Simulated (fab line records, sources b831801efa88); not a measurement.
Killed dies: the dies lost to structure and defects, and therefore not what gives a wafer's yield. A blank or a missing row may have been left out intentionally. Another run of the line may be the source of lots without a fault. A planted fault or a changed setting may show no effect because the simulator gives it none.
Chamber matching -- flow sky130 -- 4 sister chambers for SKY_PAD_OPEN_ETCH_07 on rie-diel-03
The step etches the open film in CF4/O2, stops on AlCu, target depth 725 nm, time 161.1 s. 4 wafers are shown with their chamber, then 8 later ones without.

## WAFERS PAIRED WITH THEIR CHAMBERS
wafer,chamber,throttle-valve-pct (%)
L080.3,2,5.967
L091.1,3,5.972
L091.3,1,5.948
L092.1,0,5.974

## WAFERS WHOSE CHAMBER IS MISSING
wafer,throttle-valve-pct (%)
L092.3,5.956
L092.4,5.976
L093.2,5.974
L093.3,5.940
L093.4,5.964
L097.1,5.968
L097.4,5.958
L097.6,5.974

## WHICH CHAMBER EACH WENT THROUGH
wafer,from the rows above,in truth
L092.3,can't be placed: 1 or 2 or 3 or 0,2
L092.4,can't be placed: 0 or 3 or 2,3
L093.2,can't be placed: 0 or 3 or 2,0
L093.3,1,1
L093.4,can't be placed: 2 or 3 or 0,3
L097.1,can't be placed: 2 or 3 or 0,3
L097.4,can't be placed: 2 or 1 or 3 or 0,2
L097.6,can't be placed: 0 or 3 or 2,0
Placed correctly: 1 of 8. Unplaceable from these rows: 7, with the true chamber sitting among the candidates in 7. Placed wrongly: 0.
How it was worked out, from the rows above alone: a wafer's distance from a chamber is the root of the sum, over the readings, of the square of ((its reading less the chamber's mean) divided by the reading's scatter). The wafer belongs to the nearest chamber; if the next one is less than 2 further off, it can't be placed. The mean given for a chamber averages the wafers shown for that chamber. The scatter: with one shown wafer a chamber, the root of the mean of the squares of how far each hidden wafer lies from its nearest shown one.
